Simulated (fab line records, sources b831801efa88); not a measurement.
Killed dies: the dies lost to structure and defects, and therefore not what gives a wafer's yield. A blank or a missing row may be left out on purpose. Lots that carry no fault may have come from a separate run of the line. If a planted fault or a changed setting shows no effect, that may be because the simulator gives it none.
Comparing a struck lot with a sound one :: flow sky130 :: 16 out of 708 route steps
Sound: wafers L899.1, L899.2, L899.3. Struck: wafers L904.2, L904.3, L904.6. At the end, the cause is stated.
Each step with rows lists, per side, the tool, then ch with its chambers, then its first start. Under that, the readings that differ: sound wafers :: struck wafers :: difference of the means :: sigmas: that difference in standard deviations of wafers without a fault.
alike: words and numbers the same on both sides, and readings whose means are apart by under 2 such deviations; not compared: readings that were withheld, readings missing a value for some wafer, numbers with overlapping values and no deviation given by the record, and bounds like >300 which may hide the same value.
Wherever a step has rows on one side only, a row that says differs or no value, or a row with sigmas, the two part there. Numbers that don't overlap but have no deviation are shown without sigmas and don't part them. Lack of a reading on every wafer of one side parts them only where that side has two or more wafers.

first, 1 step without rows for these wafers: SKY_METAL5_CLEAN_19 (cleans in O3/DIW).
SKY_PASSIVATION_CVD_00: deposits SiO2, target thk 90 nm.
  sound on pecvd-02 ch 0,1,2, day 44 20:03; struck on pecvd-03 ch 0,1,2, day 46 00:10
  alike: heater power w
SKY_PASSIVATION_THK_MEAS_01:
  struck on film metro-04, day 46 00:12; sound on film metro-04, day 44 20:04
  alike: PASSIVATION_CVD_00_THK
SKY_PASSIVATION_CVD_02: deposits Si3N4, target thk 540 nm.
  sound on pecvd-03 ch 0,1,2, day 44 20:08; struck on pecvd-01 ch 0,1, day 46 00:15
  alike: heater power w
SKY_PASSIVATION_THK_MEAS_03:
  struck on film metro-03, day 46 00:29; sound on film metro-03, day 44 20:22
  alike: PASSIVATION_CVD_02_THK
then, 7 steps without rows for these wafers: SKY_PASSIVATION_DEHYDRATE_04 (time 60 s); SKY_PASSIVATION_HMDS_05 (prime time 60 s); SKY_PASSIVATION_COAT_06 (resist thk 3000 nm); SKY_PASSIVATION_SOFTBAKE_07; SKY_PASSIVATION_EXPOSE_08 (exposes mask NSM, target cd 3000 nm); SKY_PASSIVATION_PEB_09; SKY_PASSIVATION_DEVELOP_10 (develop time 61.22 s).
SKY_PASSIVATION_ETCH_11: etches the open film in CF4/O2, stops on AlCu, target depth 725 nm, time 161.1 s.
  sound on rie diel-01 ch 0,1,3, day 45 18:10; struck on rie diel-01 ch 0,2, day 46 20:46
reading: oes product au (a.u.)
sound: 0.971 0.977 0.982
struck: 1.000 0.985 0.991
difference: +0.015
sigmas: +2

reading: rf fwd power W (W)
sound: 799.6 795.9 798.3
struck: 926.2 924.3 927.7
difference: +128.1
sigmas: +53

reading: model.coat_of_PASSIVATION_COAT_06.thk nm (nm)
sound: 2529 2507 2524
struck: 2450 2433 2450
difference: -76
sigmas: 
  alike: drypump motor current A, throttle valve pct
  not compared: rf hours counter h
SKY_PASSIVATION_STRIP_12: strips in O2/N2.
  sound on plasma asher-01 ch 0,1, day 45 18:17; struck on plasma asher-01 ch 0,1, day 46 20:53
reading: strip time to endpoint s (s)
sound: 31.66 31.41 31.62
struck: 30.78 30.55 30.77
difference: -0.86
sigmas: -6
  alike: drypump motor current A, oes product au
  not compared: rf hours counter h
then, 1 step without rows for these wafers: SKY_PAD_OPEN_DEHYDRATE_00 (time 60 s).
SKY_PAD_OPEN_PROBE_99:
  record: rows for the struck wafers here (prober-02, day 47 19:15), none for the sound ones

== WHERE THEY PART ==
Last at SKY_PAD_OPEN_PROBE_99 as far as this record goes, first at SKY_PASSIVATION_ETCH_11.

WHY: what the simulator had put in
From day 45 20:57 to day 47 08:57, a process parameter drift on rie diel-01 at SKY_PASSIVATION_ETCH_11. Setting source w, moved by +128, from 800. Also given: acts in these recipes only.
